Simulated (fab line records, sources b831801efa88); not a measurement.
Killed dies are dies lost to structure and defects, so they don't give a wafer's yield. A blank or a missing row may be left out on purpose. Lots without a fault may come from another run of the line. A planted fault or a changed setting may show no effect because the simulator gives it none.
Which tool did it? | flow gf180mcu | 12 lots, 36 wafers sampled, at 7 steps of a route of 602

WHAT THE GAUGES READ, wafer by wafer
GF_VT_IMPLANT_OVL_MEAS_40. Usual: VT_IMPLANT_03_OVL 1.2 nm, standard deviation 1.3.
lot  | measured     | on         | VT_IMPLANT_03_OVL (nm) | flag
L831 | day 7 12:46  | overlay-01 | -0.2 1.6 0.6           |
L832 | day 7 19:59  | overlay-02 | 1.3 -1.6 1.1           |
L836 | day 8 23:04  | overlay-02 | -0.1 1.5 0.5           |
L838 | day 9 14:01  | overlay-01 | 2.6 2.1 2.7            |
L840 | day 10 00:25 | overlay-02 | -1.5 -0.4 0.6          |
L841 | day 10 10:34 | overlay-01 | 1.6 -0.7 1.2           |
L847 | day 12 02:25 | overlay-01 | 3.0 3.6 4.5            |
L848 | day 12 09:44 | overlay-01 | 0.4 1.9 2.2            |
L849 | day 12 15:38 | overlay-02 | 2.2 0.7 1.8            |
L851 | day 13 03:49 | overlay-02 | 0.8 1.1 -0.2           |
L852 | day 13 11:13 | overlay-01 | 2.0 0.5 1.9            |
L854 | day 14 02:46 | overlay-01 | 0.6 1.3 3.5            |

GF_POLY_GATE_THK_MEAS_01. Usual: POLY_GATE_CVD_00_THK 199.9 nm, standard deviation 1.6.
lot  | measured     | on            | POLY_GATE_CVD_00_THK (nm) | flag
L831 | day 8 11:25  | film_metro-02 | 202.2 201.6 201.8         |
L832 | day 8 21:53  | film_metro-02 | 199.5 200.5 200.1         |
L836 | day 10 00:11 | film_metro-02 | 200.2 199.4 198.7         |
L838 | day 10 14:33 | film_metro-03 | 200.5 199.6 199.5         |
L840 | day 11 00:55 | film_metro-03 | 198.6 200.6 200.4         |
L841 | day 11 10:54 | film_metro-01 | 199.7 200.4 200.9         |
L847 | day 13 06:41 | film_metro-02 | 196.8 197.4 196.4         |
L848 | day 13 14:42 | film_metro-02 | 199.6 200.3 201.6         |
L849 | day 13 23:23 | film_metro-03 | 197.4 198.6 198.7         |
L851 | day 14 07:58 | film_metro-03 | 201.8 201.9 200.2         |
L852 | day 14 15:01 | film_metro-02 | 200.9 201.5 201.5         |
L854 | day 15 06:27 | film_metro-02 | 199.5 198.5 201.3         |

GF_POLY_GATE_CD_MEAS_10: target cd 280 nm. Usual: cd_nm 280.1 nm, standard deviation 1.2.
lot  | measured     | on        | cd_nm (nm)        | flag
L831 | day 9 03:41  | cd_sem-02 | 280.8 279.3 280.6 |
L832 | day 9 15:40  | cd_sem-02 | 281.8 280.7 281.3 |
L836 | day 10 18:28 | cd_sem-02 | 279.3 279.6 279.1 |
L838 | day 11 09:26 | cd_sem-02 | 280.8 281.2 280.5 |
L840 | day 11 19:31 | cd_sem-01 | 280.8 281.1 279.4 |
L841 | day 12 05:26 | cd_sem-01 | 281.1 281.4 281.4 |
L847 | day 14 03:38 | cd_sem-01 | 280.2 280.2 280.6 |
L848 | day 14 11:08 | cd_sem-01 | 279.8 279.2 279.8 |
L849 | day 14 20:11 | cd_sem-02 | 279.1 280.8 279.4 |
L851 | day 15 05:08 | cd_sem-02 | 279.1 277.5 279.1 |
L852 | day 15 12:22 | cd_sem-02 | 278.6 277.1 277.9 |
L854 | day 16 04:11 | cd_sem-02 | 280.2 280.5 280.6 |

GF_HV_LDD_CD_MEAS_07: target cd 400 nm. Usual: cd_nm 399.3 nm, standard deviation 1.5.
lot  | measured     | on        | cd_nm (nm)        | flag
L831 | day 9 23:59  | cd_sem-02 | 397.7 396.0 398.9 |
L832 | day 10 11:40 | cd_sem-02 | 398.6 398.9 401.0 |
L836 | day 11 15:41 | cd_sem-02 | 399.3 398.6 398.1 |
L838 | day 12 06:08 | cd_sem-02 | 396.7 398.2 397.7 |
L840 | day 12 16:29 | cd_sem-01 | - - -             | OFF
L841 | day 13 04:47 | cd_sem-01 | 401.6 400.7 401.1 |
L847 | day 15 05:02 | cd_sem-01 | 399.8 399.5 398.3 |
L848 | day 15 10:24 | cd_sem-01 | 397.6 398.5 399.0 |
L849 | day 15 18:58 | cd_sem-02 | 399.3 400.0 399.5 |
L851 | day 16 04:28 | cd_sem-01 | 400.1 398.6 399.9 |
L852 | day 16 11:57 | cd_sem-02 | 401.1 399.3 400.0 |
L854 | day 17 04:37 | cd_sem-02 | 400.6 399.3 398.5 |

GF_HV_LDD_TW_MEAS_11. Usual: HV_LDD_TW 2398, standard deviation 14.
lot  | measured     | on            | HV_LDD_TW      | flag
L831 | day 10 00:22 | film_metro-01 | 2380 2370 2364 |
L832 | day 10 12:04 | film_metro-04 | 2428 2406 2418 |
L836 | day 11 16:06 | film_metro-02 | 2395 2389 2389 |
L838 | day 12 06:31 | film_metro-04 | 2399 2392 2397 |
L840 | day 12 16:54 | film_metro-01 | 30 30 30       | OFF
L841 | day 13 05:11 | film_metro-02 | 2393 2395 2397 |
L847 | day 15 05:26 | film_metro-04 | 2411 2427 2411 |
L848 | day 15 10:49 | film_metro-02 | 2397 2395 2388 |
L849 | day 15 19:22 | film_metro-04 | 2426 2418 2411 |
L851 | day 16 04:52 | film_metro-01 | 2376 2391 2372 |
L852 | day 16 12:21 | film_metro-01 | 2392 2382 2380 |
L854 | day 17 05:01 | film_metro-04 | 2414 2424 2411 |

GF_HV_LDD_TW_MEAS_23. Usual: HV_LDD_2_TW 1050, standard deviation 6.9.
lot  | measured     | on            | HV_LDD_2_TW    | flag
L831 | day 10 19:04 | film_metro-01 | 1046 1045 1044 |
L832 | day 11 06:38 | film_metro-04 | 1055 1061 1060 |
L836 | day 12 11:16 | film_metro-01 | 1048 1050 1052 |
L838 | day 13 01:43 | film_metro-04 | 1064 1058 1063 |
L840 | day 13 12:48 | film_metro-01 | 2414 2424 2413 | OFF
L841 | day 14 01:26 | film_metro-02 | 1050 1048 1051 |
L847 | day 16 03:19 | film_metro-04 | 1052 1050 1053 |
L848 | day 16 08:44 | film_metro-04 | 1055 1044 1057 |
L849 | day 16 17:43 | film_metro-02 | 1047 1046 1053 |
L851 | day 17 03:55 | film_metro-04 | 1061 1058 1058 |
L852 | day 17 11:55 | film_metro-01 | 1036 1042 1051 |
L854 | day 18 04:36 | film_metro-02 | 1055 1058 1050 |

WHICH TOOL RAN EACH LOT (tool, then ch and the chambers of the sampled wafers, then the start)
lot  | GF_HV_LDD_EXPOSE_04
L831 | iline_stepper-02 ch 0, day 9 15:07
L832 | iline_stepper-02 ch 0, day 10 03:10
L836 | iline_stepper-01 ch 0, day 11 06:32
L838 | iline_stepper-01 ch 0, day 11 21:00
L840 | iline_stepper-01 ch 0, day 12 07:08
L841 | iline_stepper-01 ch 0, day 12 19:06
L847 | iline_stepper-02 ch 0, day 14 18:14
L848 | iline_stepper-01 ch 0, day 14 23:38
L849 | iline_stepper-02 ch 0, day 15 08:27
L851 | iline_stepper-02 ch 0, day 15 17:49
L852 | iline_stepper-01 ch 0, day 16 01:29
L854 | iline_stepper-01 ch 0, day 16 17:29
- GF_HV_LDD_EXPOSE_04: exposes mask Nplus LV AREA, target cd 400 nm.

WHAT THE TOOLS THEMSELVES READ (means of the sampled wafers that have a number; where no wafer has one, the mark that the record gives instead)
GF_HV_LDD_EXPOSE_04. Usual: exposure_dose_mJ_cm2 139.98, standard deviation 0.14; focus_offset_nm 0.0 nm, standard deviation 0.55; stage_vel_mm_s 500.01 mm/s, standard deviation 0.23.
lot  | tool             | exposure_dose_mJ_cm2 | focus_offset_nm (nm) | stage_vel_mm_s (mm/s) | flag
L831 | iline_stepper-02 | 140.17               | 0.3                  | 499.98                |
L832 | iline_stepper-02 | 139.81               | -0.3                 | 500.04                |
L836 | iline_stepper-01 | 139.98               | 0.5                  | 500.12                |
L838 | iline_stepper-01 | 139.90               | -0.4                 | 499.91                |
L840 | iline_stepper-01 | 140.11               | -0.3                 | 500.34                |
L841 | iline_stepper-01 | 139.93               | -0.7                 | 500.05                |
L847 | iline_stepper-02 | 139.99               | -0.5                 | 499.61                |
L848 | iline_stepper-01 | 139.86               | 0.5                  | 500.16                |
L849 | iline_stepper-02 | 139.88               | 0.2                  | 500.13                |
L851 | iline_stepper-02 | 140.12               | 0.0                  | 499.83                |
L852 | iline_stepper-01 | 139.88               | 0.1                  | 499.94                |
L854 | iline_stepper-01 | 139.97               | -0.1                 | 500.04                |

THE ANSWER, worked out from the rows above alone
Rule: a lot is off if the mean of its wafers that have a number lies more than 3 standard deviations from the usual mean. A lot without any number at a reading at which 4 lots or more have one is off too. The other lots that the step has rows for count as sound. The gauges are gone through in route order, then the tools' own readings, and for those a lot's mean is taken as printed above. The first step at which some lot is off is used, and at that step the reading that is off furthest; a lot without a number counts as furthest.
Off: L840, at GF_HV_LDD_CD_MEAS_07 (cd_nm). Without a number there: L840.
A tool fits if, at a process step before that reading, it ran every lot that is off, and no sound lot after the first of them. The gauges at GF_HV_LDD_CD_MEAS_07 aren't tried: what is off there is off at GF_HV_LDD_TW_MEAS_11 too, on other tools, and a gauge's error can't cause that. None of those tried fits.

WHAT THE SIMULATOR HAD PUT IN
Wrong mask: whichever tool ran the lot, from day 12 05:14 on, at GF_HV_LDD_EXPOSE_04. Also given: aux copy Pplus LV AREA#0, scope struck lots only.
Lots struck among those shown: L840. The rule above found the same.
